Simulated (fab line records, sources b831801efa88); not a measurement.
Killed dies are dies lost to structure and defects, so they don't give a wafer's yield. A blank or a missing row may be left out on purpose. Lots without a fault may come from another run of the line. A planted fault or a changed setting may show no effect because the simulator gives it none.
Chamber matching | flow sky130 | SKY_FIELD_ISO_CMP_27 on cmp-01: 3 sister chambers
The step polishes, stops on Si3N4, t overpolish 16 s, target thk 457.8 nm. 14 wafers are shown with their chamber, then 5 later ones without.

WAFERS WITH THEIR CHAMBER
wafer  | chamber | motor_current_A (A) | edge_zone_pressure_frac | overpolish_run_s (s)
L261.1 | 3       | 12.5                | 0.998                   | 16.005
L261.4 | 0       | 13.5                | 1.003                   | 15.998
L261.6 | 3       | 12.3                | 1.003                   | 15.996
L263.1 | 1       | 11.5                | 0.989                   | 16.022
L263.2 | 3       | 11.9                | 0.998                   | 16.009
L263.5 | 3       | 11.8                | 1.007                   | 16.009
L265.1 | 3       | 11.9                | 1.000                   | 16.011
L265.2 | 0       | 12.9                | 1.000                   | 15.985
L265.5 | 3       | 12.3                | 0.996                   | 16.005
L269.2 | 3       | 12.5                | 0.998                   | 15.991
L269.3 | 1       | 11.0                | 0.994                   | 16.000
L269.6 | 3       | 12.1                | 0.995                   | 16.000
L270.2 | 3       | 12.8                | 0.993                   | 16.003
L270.3 | 0       | 13.9                | 1.001                   | 15.982

SIGNATURES (means of the wafers above)
reading                 | chamber 0 | chamber 1 | chamber 3 | scatter within a chamber
motor_current_A         | 13.433    | 11.250    | 12.233    | 0.373
edge_zone_pressure_frac | 1.00133   | 0.99150   | 0.99867   | 0.00383
overpolish_run_s        | 15.98833  | 16.01100  | 16.00322  | 0.00816
Rule: a wafer's distance from a chamber is the root of the sum, over the readings, of the square of ((its reading less the chamber's mean) divided by the reading's scatter). The wafer belongs to the nearest chamber; if the next one is less than 2 further off, it can't be placed. The scatter: the root of (the sum of the squares of (reading less its chamber's mean) over the shown wafers, divided by (wafers less chambers)).

WAFERS WITHOUT THEIR CHAMBER
wafer  | motor_current_A (A) | edge_zone_pressure_frac | overpolish_run_s (s)
L277.1 | 11.5                | 0.993                   | 15.992
L277.2 | 13.6                | 1.000                   | 16.009
L278.2 | 12.0                | 1.005                   | 16.003
L278.3 | 11.4                | 1.002                   | 15.995
L278.6 | 11.0                | 1.003                   | 16.009

WHICH CHAMBER EACH WENT THROUGH
wafer  | from the rows above     | in truth
L277.1 | can't be placed: 1 or 3 | 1
L277.2 | can't be placed: 0 or 3 | 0
L278.2 | 3                       | 3
L278.3 | can't be placed: 3 or 1 | 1
L278.6 | can't be placed: 1 or 3 | 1
Placed correctly: 1 of 5. Can't be placed from these rows: 4 (the true chamber is among the candidates in 4). Placed wrongly: 0.
